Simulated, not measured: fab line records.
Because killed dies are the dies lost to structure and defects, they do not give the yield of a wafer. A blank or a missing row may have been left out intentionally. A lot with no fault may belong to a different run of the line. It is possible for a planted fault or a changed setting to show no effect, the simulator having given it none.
Struck lot and sound lot, side by side || flow sky130 || 18 steps out of a route of 708
Sound: the wafers L851.1, L851.4, L851.6. The struck wafers were L860.1, L860.3, L860.4. The cause is given at the end.
Per side, at each step with rows, come the tool, then ch with its chambers, and then its first start. Under that, the readings that differ: sound wafers || struck wafers || difference of the means || sigmas: that difference in standard deviations of wafers without a fault.
alike: readings whose means differ by less than 2 such deviations, and words and numbers that are the same on both sides. not compared: withheld readings, readings that some wafer has no value for, bounds like >300 that may hide the same value, and numbers for which the record gives no deviation and whose values overlap.
The two part at a step that has a row with sigmas, a row that says differs or no value, or rows on one side only. Non-overlapping numbers with no deviation appear without sigmas and do not part them. A reading that every wafer of one side lacks parts them only if that side has two wafers or more.

SKY_CONTACT_CMP_04: polishes SiO2.
  sound on cmp-02 ch 0,3, day 32 18:49; struck on cmp-02 ch 0,1,3, day 35 22:13
  alike: edge_zone_pressure_frac, head_pressure_psi, motor_current_A, time_to_endpoint_s
SKY_CONTACT_BOW_MEAS_05:
  sound on film_metro-01 at day 32 19:07; struck on film_metro-03 at day 35 22:31
  alike: CONTACT_BOW
then, 8 steps without rows for these wafers: SKY_CONTACT_DEHYDRATE_06 (time 60 s); SKY_CONTACT_HMDS_07 (prime time 60 s); SKY_CONTACT_COAT_08 (resist thk 60 nm); SKY_CONTACT_COAT_09 (resist thk 450 nm); SKY_CONTACT_SOFTBAKE_10 (time 90 s); SKY_CONTACT_EXPOSE_11 (exposes mask CTM1, target cd 170 nm); SKY_CONTACT_PEB_12; SKY_CONTACT_DEVELOP_13 (develop time 60 s).
SKY_CONTACT_CD_MEAS_14: target cd 170 nm.
  sound on cd_sem-02 at day 33 21:38; struck on cd_sem-01 at day 37 00:51
  alike: cd_nm
SKY_CONTACT_OVL_MEAS_15:
  sound on overlay-02 at day 33 21:46; struck on overlay-02 at day 37 00:58
  alike: CONTACT_OVL
SKY_CONTACT_ETCH_16: etches BARC in N2/H2, stops on SiO2, time 45.9 s, target depth 60 nm.
  sound on rie_diel-04 ch 2,3, day 33 21:48; struck on rie_diel-01 ch 0,1,3, day 37 01:00
{"reading": "model.KrF-thick_of_CONTACT_COAT_09.thk_nm (nm)", "sound": "393.7 393 394.1", "struck": "363.5 367.5 365", "difference": -28.3, "sigmas": ""}
{"reading": "model.CONTACT.cd_nm (nm)", "sound": "168.4 167.4 168.8", "struck": "175.3 172.9 174.1", "difference": "+5.9", "sigmas": ""}
  alike: drypump_motor_current_A, oes_product_au, throttle_valve_pct
  not compared: rf_hours_counter_h
SKY_CONTACT_ETCH_17: etches SiO2 in C4F8/O2/Ar, stops on Si3N4, target depth 340 nm.
  sound on rie_diel-04 ch 2,3, day 33 21:50; struck on rie_diel-01 ch 0,1,3, day 37 01:03
  alike: oes_product_au
SKY_CONTACT_ETCH_18: etches Si3N4 in CHF3/O2, stops on TiN, time 39 s, target depth 75 nm.
  sound: rie_diel-04 ch 2,3; struck: rie_diel-01 ch 0,1,3
{"reading": "model.KrF-thick_of_CONTACT_COAT_09.thk_nm (nm)", "sound": "240.7 238.7 241.6", "struck": "216.3 221 220.1", "difference": -21.2, "sigmas": ""}
{"reading": "model.CONTACT.cd_nm (nm)", "sound": "169.1 167.8 169.6", "struck": "175.2 172.9 173.6", "difference": "+5.1", "sigmas": ""}
  alike: drypump_motor_current_A, oes_product_au, throttle_valve_pct
  not compared: rf_hours_counter_h
SKY_CONTACT_STRIP_19: strips in O2/N2.
  sound on plasma_asher-01 ch 0,1, day 33 21:56; struck on plasma_asher-02 ch 0,1, day 37 01:08
{"reading": "oes_product_au (a.u.)", "sound": "0.386 0.384 0.388", "struck": "0.362 0.367 0.375", "difference": -0.018, "sigmas": -3}
{"reading": "strip_time_to_endpoint_s (s)", "sound": "3.60 3.57 3.61", "struck": "3.31 3.38 3.38", "difference": -0.24, "sigmas": -6}
  alike: drypump_motor_current_A
  not compared: rf_hours_counter_h
then, 1 step without rows for these wafers: SKY_CONTACT_STRIP_20 (strips in post etch residue remover, time 1200 s).
-- the record jumps here: 13 days lie between the struck wafers' starts before and after (it left off in module CONTACT and takes up again in module PAD_OPEN, whose first step shown is number 708 of the route) --
SKY_PAD_OPEN_PROBE_99:
  sound on prober-02 at day 47 16:31; struck on prober-02 at day 49 18:49
{"reading": "model.etest.mcon_chain.rc_ohm", "sound": "17.07 17.64 16.63", "struck": "16.36 16.55 15.97", "difference": -0.82, "sigmas": ""}
  alike: killed_at_M0_to_M3, killed_at_M4_up, killed_at_contacts, killed_at_front_end, killed_at_other, killed_dies, killed_open, killed_short

WHERE THEY PART
Only at SKY_CONTACT_STRIP_19, as far as this record shows. Later steps at which nothing parts them and some readings are alike: SKY_PAD_OPEN_PROBE_99.

WHY: the cause the simulator had injected
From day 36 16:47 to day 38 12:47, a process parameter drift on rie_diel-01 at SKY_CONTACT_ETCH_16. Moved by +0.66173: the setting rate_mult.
